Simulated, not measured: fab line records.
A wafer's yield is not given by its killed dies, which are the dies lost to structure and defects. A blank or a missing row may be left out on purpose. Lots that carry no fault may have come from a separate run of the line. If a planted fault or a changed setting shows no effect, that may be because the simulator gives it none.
Which tool did it? + flow sky130 + 18 wafers from 6 lots sampled at 3 of the route's 708 steps

== WHAT THE GAUGES SHOWED, per wafer ==
SKY_CAP2M_RS_MEAS_03: measurement is done with a four-point probe.
| lot  | measured     | on            | CAP2M_TIN_RS (ohm/sq) |
|------|--------------|---------------|-----------------------|
| L181 | day 40 10:55 | film_metro-04 | 7.06 6.90 7.04        |
| L186 | day 42 00:56 | film_metro-04 | 6.88 6.97 6.95        |
| L188 | day 42 16:08 | film_metro-04 | 6.94 7.09 6.95        |
| L191 | day 43 16:40 | film_metro-03 | 6.86 6.92 6.88        |
| L193 | day 44 00:11 | film_metro-04 | 6.85 7.07 6.86        |
| L200 | day 45 13:11 | film_metro-02 | 6.81 6.87 6.95        |

== EACH LOT AND THE TOOL THAT RAN IT (in order: tool; ch and the chambers of the sampled wafers; start) ==
| lot  | SKY_CONTACT_ETCH_18                | SKY_VIA3_ETCH_15                   |
|------|------------------------------------|------------------------------------|
| L181 | rie_diel-04 ch 0,1,2, day 32 06:00 | rie_diel-03 ch 1,2, day 40 09:08   |
| L186 | rie_diel-04 ch 0,2, day 34 01:00   | rie_diel-03 ch 0,1,2, day 41 23:12 |
| L188 | rie_diel-04 ch 1,3, day 34 18:00   | rie_diel-02 ch 0,2,3, day 42 14:26 |
| L191 | rie_diel-02 ch 0,2,3, day 35 22:00 | rie_diel-04 ch 0,1,2, day 43 15:00 |
| L193 | rie_diel-02 ch 2,3, day 36 06:00   | rie_diel-03 ch 0,1,3, day 43 22:27 |
| L200 | rie_diel-02 ch 0,1, day 38 03:00   | rie_diel-04 ch 0,1,3, day 45 11:30 |
- SKY_CONTACT_ETCH_18: etches Si3N4 in CHF3/O2, stops on TiN, time 39 s, target depth 75 nm.
- SKY_VIA3_ETCH_15: etches SiO2 in C4F8/O2/Ar, stops on TiN, target depth 507 nm, time 78 s.

== THE ANSWER, worked out from the rows above alone ==
Rule: the lots themselves supply what counts as usual. The widest of any qualifying gaps counts: lots, ordered by their means at a reading, are off when they make up no more than a third of the lots, leave a main group of 4 or more, and stand apart from it by 3 or more times the standard deviation of that group's means. Not used: any main group whose means are identical at the precision the tables above print for the reading. A lot without any number at a reading at which 4 lots or more have one is off too. The other lots that the step has rows for count as sound.
No lot is off at any reading shown: from this, nothing can be told.

== WHAT HAD BEEN PUT IN BY THE SIMULATOR ==
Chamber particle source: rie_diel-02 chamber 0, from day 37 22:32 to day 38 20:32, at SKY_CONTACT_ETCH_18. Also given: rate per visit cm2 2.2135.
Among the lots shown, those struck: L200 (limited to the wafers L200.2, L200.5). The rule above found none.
